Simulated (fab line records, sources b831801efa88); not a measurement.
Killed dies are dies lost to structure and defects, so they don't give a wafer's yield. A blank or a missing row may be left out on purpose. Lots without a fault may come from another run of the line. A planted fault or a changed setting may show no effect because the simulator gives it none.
Which tool did it? | flow sky130 | 24 lots, 72 wafers sampled, at 6 steps of a route of 708

WHAT THE GAUGES READ, wafer by wafer
SKY_VT_ADJUST_HVTP_TW_MEAS_11.
lot  | measured     | on            | VT_ADJUST_HVTP_TW
L074 | day 5 22:24  | film_metro-02 | 1361 1369 1369
L075 | day 6 04:04  | film_metro-02 | 1358 1362 1364
L076 | day 6 20:46  | film_metro-02 | 1353 1359 1360
L077 | day 7 07:20  | film_metro-02 | 1370 1372 1370
L078 | day 8 05:33  | film_metro-02 | 1374 1374 1371
L079 | day 8 06:22  | film_metro-03 | 1367 1368 1367
L080 | day 8 15:24  | film_metro-01 | 1367 1367 1368
L081 | day 8 16:28  | film_metro-02 | 1373 1376 1368
L082 | day 8 15:46  | film_metro-01 | 1368 1374 1365
L083 | day 8 19:39  | film_metro-02 | 1374 1377 1369
L084 | day 8 19:25  | film_metro-01 | 1369 1369 1366
L085 | day 9 01:17  | film_metro-02 | 1363 1361 1365
L086 | day 9 15:30  | film_metro-01 | 1355 1361 1357
L087 | day 9 16:49  | film_metro-01 | 1362 1356 1363
L088 | day 10 18:31 | film_metro-02 | 1360 1353 1355
L089 | day 10 16:29 | film_metro-03 | 1373 1365 1367
L090 | day 10 17:34 | film_metro-02 | 1357 1350 1355
L091 | day 11 09:13 | film_metro-03 | 1376 1373 1375
L092 | day 11 08:07 | film_metro-01 | 1372 1365 1374
L093 | day 11 15:07 | film_metro-03 | 1375 1371 1380
L094 | day 11 15:25 | film_metro-02 | 1364 1365 1366
L095 | day 11 21:00 | film_metro-01 | 1373 1364 1364
L096 | day 12 00:10 | film_metro-01 | 1353 1353 1350
L097 | day 12 06:24 | film_metro-01 | 1354 1356 1348

SKY_CONTACT_RS_MEAS_25: measures by four-point-probe.
lot  | measured     | on            | CONTACT_W_RS (ohm/sq)
L074 | day 31 03:54 | film_metro-03 | 0.336 0.337 0.338
L075 | day 31 05:27 | film_metro-04 | 0.340 0.345 0.342
L076 | day 32 08:17 | film_metro-03 | 0.340 0.339 0.344
L077 | day 32 22:17 | film_metro-04 | 0.338 0.341 0.338
L078 | day 34 06:59 | film_metro-03 | 0.334 0.335 0.333
L079 | day 34 08:27 | film_metro-03 | 0.333 0.338 0.335
L080 | day 34 16:51 | film_metro-04 | 0.330 0.331 0.333
L081 | day 35 01:50 | film_metro-04 | 0.340 0.339 0.339
L082 | day 34 23:23 | film_metro-02 | 0.333 0.335 0.332
L083 | day 35 03:14 | film_metro-04 | 0.344 0.342 0.344
L084 | day 35 03:51 | film_metro-03 | 0.330 0.338 0.334
L085 | day 35 04:04 | film_metro-02 | 0.340 0.337 0.346
L086 | day 36 09:08 | film_metro-04 | 0.336 0.332 0.336
L087 | day 36 06:30 | film_metro-04 | 0.343 0.341 0.342
L088 | day 37 09:01 | film_metro-03 | 0.331 0.334 0.339
L089 | day 37 09:02 | film_metro-02 | 0.337 0.336 0.339
L090 | day 37 05:59 | film_metro-04 | 0.336 0.335 0.341
L091 | day 37 20:51 | film_metro-03 | 0.344 0.340 0.336
L092 | day 37 20:01 | film_metro-02 | 0.341 0.336 0.344
L093 | day 38 03:55 | film_metro-02 | 0.345 0.342 0.337
L094 | day 38 05:48 | film_metro-02 | 0.338 0.335 0.338
L095 | day 38 19:23 | film_metro-04 | 0.337 0.336 0.335
L096 | day 38 14:30 | film_metro-03 | 0.338 0.340 0.339
L097 | day 38 22:59 | film_metro-02 | 0.340 0.340 0.342

SKY_METAL3_CD_MEAS_13: target cd 300 nm.
lot  | measured     | on        | cd_nm (nm)
L074 | day 38 01:17 | cd_sem-01 | 299.5 300.0 301.3
L075 | day 38 04:57 | cd_sem-01 | 300.9 300.2 300.2
L076 | day 39 04:59 | cd_sem-01 | 299.1 300.3 299.2
L077 | day 39 17:50 | cd_sem-02 | 301.4 300.3 300.4
L078 | day 41 00:33 | cd_sem-02 | 299.4 298.4 299.7
L079 | day 41 01:56 | cd_sem-01 | 299.9 297.9 299.0
L080 | day 41 08:08 | cd_sem-02 | 302.3 301.0 300.0
L081 | day 41 17:42 | cd_sem-02 | 299.7 299.4 299.3
L082 | day 41 13:16 | cd_sem-02 | 300.6 299.2 300.2
L083 | day 41 18:02 | cd_sem-01 | 299.6 298.9 299.7
L084 | day 41 18:15 | cd_sem-02 | 299.6 299.4 299.0
L085 | day 41 19:14 | cd_sem-01 | 300.0 301.3 300.2
L086 | day 42 21:15 | cd_sem-01 | 298.8 299.2 299.7
L087 | day 42 16:31 | cd_sem-01 | 300.0 300.0 298.2
L088 | day 43 15:40 | cd_sem-01 | 297.0 297.7 296.3
L089 | day 43 15:50 | cd_sem-01 | 300.7 299.3 300.3
L090 | day 43 15:05 | cd_sem-01 | 300.5 300.5 302.4
L091 | day 44 05:29 | cd_sem-02 | 299.2 300.1 299.0
L092 | day 44 03:37 | cd_sem-02 | 301.1 301.8 300.6
L093 | day 44 08:58 | cd_sem-02 | 300.2 301.2 300.9
L094 | day 44 10:17 | cd_sem-01 | 300.1 298.9 299.2
L095 | day 44 21:53 | cd_sem-01 | 299.0 297.1 299.2
L096 | day 44 17:28 | cd_sem-01 | 298.9 299.5 298.4
L097 | day 45 03:02 | cd_sem-01 | 299.6 298.7 299.1

WHICH TOOL RAN EACH LOT (tool, then ch and the chambers of the sampled wafers, then the start)
lot  | SKY_FIELD_ISO_ETCH_17           | SKY_RES_XHIGH_STRIP_08               | SKY_CONTACT_ETCH_16
L074 | rie_si-02 ch 0,1,3, day 2 05:13 | plasma_asher-04 ch 0,1, day 26 04:04 | rie_diel-01 ch 0,2, day 31 02:53
L075 | rie_si-02 ch 1,2,3, day 2 12:16 | plasma_asher-04 ch 0, day 26 07:53   | rie_diel-01 ch 0,2, day 31 04:21
L076 | rie_si-02 ch 0,3, day 2 17:35   | plasma_asher-03 ch 0,1, day 27 10:52 | rie_diel-03 ch 0,1, day 32 07:24
L077 | rie_si-01 ch 0,2,3, day 2 22:32 | plasma_asher-01 ch 0,1, day 28 03:55 | rie_diel-04 ch 0,1,2, day 32 21:18
L078 | rie_si-01 ch 2,3, day 3 06:49   | plasma_asher-03 ch 1, day 29 11:49   | rie_diel-04 ch 0,1,3, day 34 06:05
L079 | rie_si-02 ch 0,2, day 3 09:37   | plasma_asher-01 ch 0,1, day 29 14:02 | rie_diel-01 ch 0,2, day 34 07:33
L080 | rie_si-02 ch 0,2,3, day 3 18:44 | plasma_asher-04 ch 0,1, day 30 01:08 | rie_diel-01 ch 0,3, day 34 15:57
L081 | rie_si-02 ch 0,2, day 3 22:14   | plasma_asher-01 ch 0, day 30 06:22   | rie_diel-03 ch 0,2, day 35 00:55
L082 | rie_si-01 ch 0,3, day 4 00:04   | plasma_asher-01 ch 0,1, day 30 04:56 | rie_diel-03 ch 0,1,3, day 34 22:28
L083 | rie_si-01 ch 2,3, day 4 06:45   | plasma_asher-03 ch 0,1, day 30 09:56 | rie_diel-04 ch 0,1,3, day 35 02:18
L084 | rie_si-02 ch 0,2,3, day 4 10:56 | plasma_asher-01 ch 0,1, day 30 10:14 | rie_diel-03 ch 0,1,3, day 35 02:57
L085 | rie_si-01 ch 0,2,3, day 4 16:16 | plasma_asher-04 ch 0,1, day 30 10:34 | rie_diel-01 ch 2,3, day 35 03:07
L086 | rie_si-01 ch 0,1,3, day 5 03:50 | plasma_asher-04 ch 0,1, day 31 16:38 | rie_diel-03 ch 0,1,2, day 36 08:06
L087 | rie_si-02 ch 1,2,3, day 5 04:01 | plasma_asher-04 ch 1, day 31 14:53   | rie_diel-03 ch 0,1, day 36 05:32
L088 | rie_si-02 ch 1,2, day 5 13:31   | plasma_asher-03 ch 0,1, day 32 16:50 | rie_diel-01 ch 0,1,3, day 37 08:06
L089 | rie_si-01 ch 0,1, day 5 14:22   | plasma_asher-04 ch 0,1, day 32 17:08 | rie_diel-04 ch 0,3, day 37 08:08
L090 | rie_si-02 ch 1,2,3, day 5 16:11 | plasma_asher-01 ch 0,1, day 32 14:31 | rie_diel-01 ch 1,2,3, day 37 05:06
L091 | rie_si-01 ch 0,1,2, day 5 20:37 | plasma_asher-01 ch 0,1, day 33 05:35 | rie_diel-03 ch 0,2, day 37 19:53
L092 | rie_si-02 ch 0,1,3, day 6 01:34 | plasma_asher-03 ch 0,1, day 33 03:47 | rie_diel-04 ch 0,1,2, day 37 19:06
L093 | rie_si-01 ch 0,1, day 6 08:56   | plasma_asher-04 ch 0,1, day 33 13:49 | rie_diel-04 ch 0,3, day 38 03:00
L094 | rie_si-02 ch 0,1,3, day 6 15:37 | plasma_asher-04 ch 0,1, day 33 14:20 | rie_diel-01 ch 0,3, day 38 04:23
L095 | rie_si-01 ch 0,2,3, day 6 23:40 | plasma_asher-03 ch 0,1, day 34 04:19 | rie_diel-03 ch 0,2, day 38 18:26
L096 | rie_si-02 ch 0,1,2, day 7 00:38 | plasma_asher-03 ch 0,1, day 34 00:38 | rie_diel-03 ch 2,3, day 38 13:26
L097 | rie_si-01 ch 2,3, day 7 09:10   | plasma_asher-01 ch 0,1, day 34 08:07 | rie_diel-03 ch 0,2, day 38 22:05
- SKY_FIELD_ISO_ETCH_17: etches Si in HBr/Cl2/O2, target depth 342 nm, time 97.7 s.
- SKY_RES_XHIGH_STRIP_08: strips in O2/N2.
- SKY_CONTACT_ETCH_16: etches BARC in N2/H2, stops on SiO2, time 45.9 s, target depth 60 nm.

WHAT THE TOOLS THEMSELVES READ (means of the sampled wafers that have a number; where no wafer has one, the mark that the record gives instead)
SKY_FIELD_ISO_ETCH_17.
lot  | tool      | chamber_pressure_mTorr (mTorr) | drypump_motor_current_A (A) | oes_product_au (a.u.) | throttle_valve_pct (%)
L074 | rie_si-02 | 15.012                         | 5.8                         | 1.009                 | 25.659
L075 | rie_si-02 | 15.009                         | 5.7                         | 1.013                 | 25.647
L076 | rie_si-02 | 14.993                         | 5.6                         | 1.008                 | 25.648
L077 | rie_si-01 | 14.998                         | 5.7                         | 0.992                 | 25.660
L078 | rie_si-01 | 15.007                         | 6.3                         | 0.999                 | 25.654
L079 | rie_si-02 | 14.998                         | 5.5                         | 1.026                 | 25.635
L080 | rie_si-02 | 14.999                         | 5.5                         | 1.016                 | 25.651
L081 | rie_si-02 | 14.980                         | 5.4                         | 1.009                 | 25.655
L082 | rie_si-01 | 15.001                         | 5.2                         | 0.992                 | 25.655
L083 | rie_si-01 | 14.997                         | 6.2                         | 0.998                 | 25.658
L084 | rie_si-02 | 15.004                         | 5.5                         | 1.013                 | 25.650
L085 | rie_si-01 | 15.014                         | 5.8                         | 1.003                 | 25.657
L086 | rie_si-01 | 15.020                         | 5.3                         | 1.000                 | 25.660
L087 | rie_si-02 | 14.990                         | 5.7                         | 1.011                 | 25.640
L088 | rie_si-02 | 14.998                         | 5.9                         | 1.006                 | 25.658
L089 | rie_si-01 | 14.999                         | 4.9                         | 0.995                 | 25.661
L090 | rie_si-02 | 14.996                         | 5.7                         | 1.004                 | 25.643
L091 | rie_si-01 | 14.999                         | 5.5                         | 1.001                 | 25.657
L092 | rie_si-02 | 15.000                         | 5.8                         | 1.010                 | 25.646
L093 | rie_si-01 | 15.006                         | 5.1                         | 1.003                 | 25.655
L094 | rie_si-02 | 15.016                         | 5.8                         | 1.006                 | 25.655
L095 | rie_si-01 | 14.995                         | 5.8                         | 1.001                 | 25.656
L096 | rie_si-02 | 14.990                         | 5.7                         | 1.013                 | 25.651
L097 | rie_si-01 | 14.997                         | 6.1                         | 0.996                 | 25.657

SKY_RES_XHIGH_STRIP_08.
lot  | tool            | chamber_pressure_mTorr (mTorr) | drypump_motor_current_A (A) | oes_product_au (a.u.) | strip_time_to_endpoint_s (s)
L074 | plasma_asher-04 | 1500.3                         | 5.81                        | 0.713                 | 14.22
L075 | plasma_asher-04 | 1499.9                         | 5.85                        | 0.712                 | 14.27
L076 | plasma_asher-03 | 1499.4                         | 6.05                        | 0.713                 | 14.29
L077 | plasma_asher-01 | 1500.5                         | 5.32                        | 0.711                 | 14.22
L078 | plasma_asher-03 | 1499.3                         | 6.16                        | 0.714                 | 14.25
L079 | plasma_asher-01 | 1499.9                         | 5.39                        | 0.713                 | 14.22
L080 | plasma_asher-04 | 1499.7                         | 5.77                        | 0.712                 | 14.25
L081 | plasma_asher-01 | 1501.4                         | 5.29                        | 0.716                 | 14.24
L082 | plasma_asher-01 | 1499.8                         | 5.40                        | 0.709                 | 14.20
L083 | plasma_asher-03 | 1500.9                         | 5.93                        | 0.711                 | 14.29
L084 | plasma_asher-01 | 1500.8                         | 5.35                        | 0.711                 | 14.26
L085 | plasma_asher-04 | 1500.3                         | 5.77                        | 0.712                 | 14.17
L086 | plasma_asher-04 | 1499.0                         | 5.81                        | 0.711                 | 14.26
L087 | plasma_asher-04 | 1501.3                         | 5.73                        | 0.710                 | 14.28
L088 | plasma_asher-03 | 1498.8                         | 5.94                        | 0.711                 | 14.22
L089 | plasma_asher-04 | 1501.3                         | 5.80                        | 0.708                 | 14.23
L090 | plasma_asher-01 | 1500.4                         | 5.43                        | 0.713                 | 14.23
L091 | plasma_asher-01 | 1499.8                         | 5.39                        | 0.710                 | 14.25
L092 | plasma_asher-03 | 1499.7                         | 6.06                        | 0.713                 | 14.22
L093 | plasma_asher-04 | 1500.2                         | 5.76                        | 0.708                 | 14.26
L094 | plasma_asher-04 | 1500.0                         | 5.75                        | 0.711                 | 14.29
L095 | plasma_asher-03 | 1501.1                         | 6.08                        | 0.710                 | 14.22
L096 | plasma_asher-03 | 1499.5                         | 5.95                        | 0.711                 | 14.22
L097 | plasma_asher-01 | 1501.0                         | 5.33                        | 0.708                 | 14.27

SKY_CONTACT_ETCH_16.
lot  | tool        | chamber_pressure_mTorr (mTorr) | drypump_motor_current_A (A) | oes_product_au (a.u.) | throttle_valve_pct (%)
L074 | rie_diel-01 | 29.982                         | 5.5                         | 0.854                 | 13.228
L075 | rie_diel-01 | 29.997                         | 5.5                         | 0.855                 | 13.230
L076 | rie_diel-03 | 30.014                         | 5.2                         | 0.852                 | 13.229
L077 | rie_diel-04 | 29.995                         | 5.5                         | 0.855                 | 13.238
L078 | rie_diel-04 | 29.979                         | 5.7                         | 0.853                 | 13.219
L079 | rie_diel-01 | 29.974                         | 5.5                         | 0.853                 | 13.222
L080 | rie_diel-01 | 30.010                         | 5.9                         | 0.855                 | 13.231
L081 | rie_diel-03 | 29.978                         | 5.5                         | 0.855                 | 13.221
L082 | rie_diel-03 | 30.016                         | 5.5                         | 0.859                 | 13.229
L083 | rie_diel-04 | 30.011                         | 5.8                         | 0.853                 | 13.222
L084 | rie_diel-03 | 30.017                         | 5.5                         | 0.854                 | 13.220
L085 | rie_diel-01 | 30.003                         | 5.6                         | 0.858                 | 13.233
L086 | rie_diel-03 | 29.996                         | 5.4                         | 0.848                 | 13.226
L087 | rie_diel-03 | 30.005                         | 5.1                         | 0.857                 | 13.224
L088 | rie_diel-01 | 29.997                         | 5.7                         | 0.853                 | 13.222
L089 | rie_diel-04 | 29.979                         | 5.7                         | 0.853                 | 13.228
L090 | rie_diel-01 | 30.015                         | 5.5                         | 0.856                 | 13.231
L091 | rie_diel-03 | 30.026                         | 5.5                         | 0.855                 | 13.217
L092 | rie_diel-04 | 30.000                         | 5.5                         | 0.851                 | 13.231
L093 | rie_diel-04 | 29.999                         | 5.7                         | 0.858                 | 13.228
L094 | rie_diel-01 | 29.981                         | 5.8                         | 0.852                 | 13.221
L095 | rie_diel-03 | 30.012                         | 5.7                         | 0.852                 | 13.217
L096 | rie_diel-03 | 29.999                         | 6.1                         | 0.854                 | 13.229
L097 | rie_diel-03 | 30.005                         | 5.7                         | 0.851                 | 13.227

THE ANSWER, worked out from the rows above alone
Rule: what is usual is taken from the lots themselves. Put in order of their means at a reading, lots are off if they are a third of the lots or fewer, leave a main group of 4 or more, and stand apart from it by a gap of 3 or more times the standard deviation of the main group's means; of several such gaps the widest counts. A main group whose means are all the same, to the digits that the tables above print for the reading, isn't used. A lot without any number at a reading at which 4 lots or more have one is off too. The other lots that the step has rows for count as sound. The gauges are gone through in route order, then the tools' own readings, and for those a lot's mean is taken as printed above. The first step at which some lot is off is used, and at that step the reading that is off furthest; a lot without a number counts as furthest.
No lot is off at any reading shown: from this, nothing can be told.

WHAT THE SIMULATOR HAD PUT IN
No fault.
